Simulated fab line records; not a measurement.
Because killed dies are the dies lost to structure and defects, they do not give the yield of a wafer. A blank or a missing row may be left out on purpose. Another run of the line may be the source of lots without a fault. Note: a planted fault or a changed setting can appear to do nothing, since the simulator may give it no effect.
8D (eight disciplines) problem report, filled in by code | flow sky130 | the parts of the form that need people (team, actions taken, sign-off) are left out

== 1. THE PROBLEM ==
At SKY_NWELL_IMPLANT_13, dose-ions-cm2 averages 6.083e+11 over 9 wafers from 3 lots, while fault-free wafers read 7.001e+11, standard deviation 7.8e+08. So: -99 or more standard deviations from the usual mean.
First seen on wafer L998.3, day 7 21:15, on implanter-04. Wafers with a number at this step in the record: 21, from 7 lots. By rule, "out" or "out of limits" means more than 4 standard deviations away from the usual mean. All remaining wafers that have a number are taken as sound.

== 2. WHAT IT IS, WHAT IT ISN'T ==
question                    | is                                | is not
which readings at this step | dose-ions-cm2, faraday-current-uA | -
which lots                  | L100, L101, L998                  | L105, L106, L989, L994
which wafers of those lots  | all that have a number            | -
read on which tools         | implanter-04                      | implanter-01, implanter-03
when                        | from day 7 21:15                  | up to then (6 sound wafers); but 6 sound wafers of L105, L106 came after

== 3. SUSPECTS, AND WHAT RULES EACH OUT ==
Counting: a tool at a process step up to the reading stays a suspect if it ran every lot that is out and no sound lot after the first of them.
- implanter-04 at SKY_NWELL_IMPLANT_13: kept. It processed each lot that is out, first L998 at day 7 21:15, and no sound lot thereafter; up to then, the last sound lot it processed was L994 at day 7 00:05. Out on those wafers are its own readings of dose-ions-cm2, faraday-current-uA.
The count leaves implanter-04 at SKY_NWELL_IMPLANT_13.

== 4. THE CAUSE (what the simulator had put in) ==
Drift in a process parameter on implanter-04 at SKY_NWELL_IMPLANT_13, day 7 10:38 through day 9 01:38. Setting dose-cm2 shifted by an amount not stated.
The count eliminated every tool but this one.

== 5. SEQUENCE OF EFFECTS, ordered by route ==
Rows list readings where the struck wafers' mean (over those with a number) sits beyond 3 standard deviations from the usual. Readings are gone through only where the record gives a usual standard deviation; hours: the median, over the lots, of the time from a lot's start at the first step in this table giving one to that lot's start at this step; sigmas: the change measured in usual standard deviations.
hours | step                 | reading            | usual     | on struck wafers | change     | sigmas
0     | SKY_NWELL_IMPLANT_13 | dose-ions-cm2      | 7.001e+11 | 6.083e+11        | -9.177e+10 | -99 or more
0     | SKY_NWELL_IMPLANT_13 | faraday-current-uA | 3.94      | 3.46             | -0.48      | -6.3
Its process steps:
- SKY_NWELL_IMPLANT_13

== 6. HOW IT WOULD HAVE BEEN CAUGHT EARLIER ==
First out-of-limits reading in this record: day 7 21:15, which is 11 hours after fault onset at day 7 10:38.
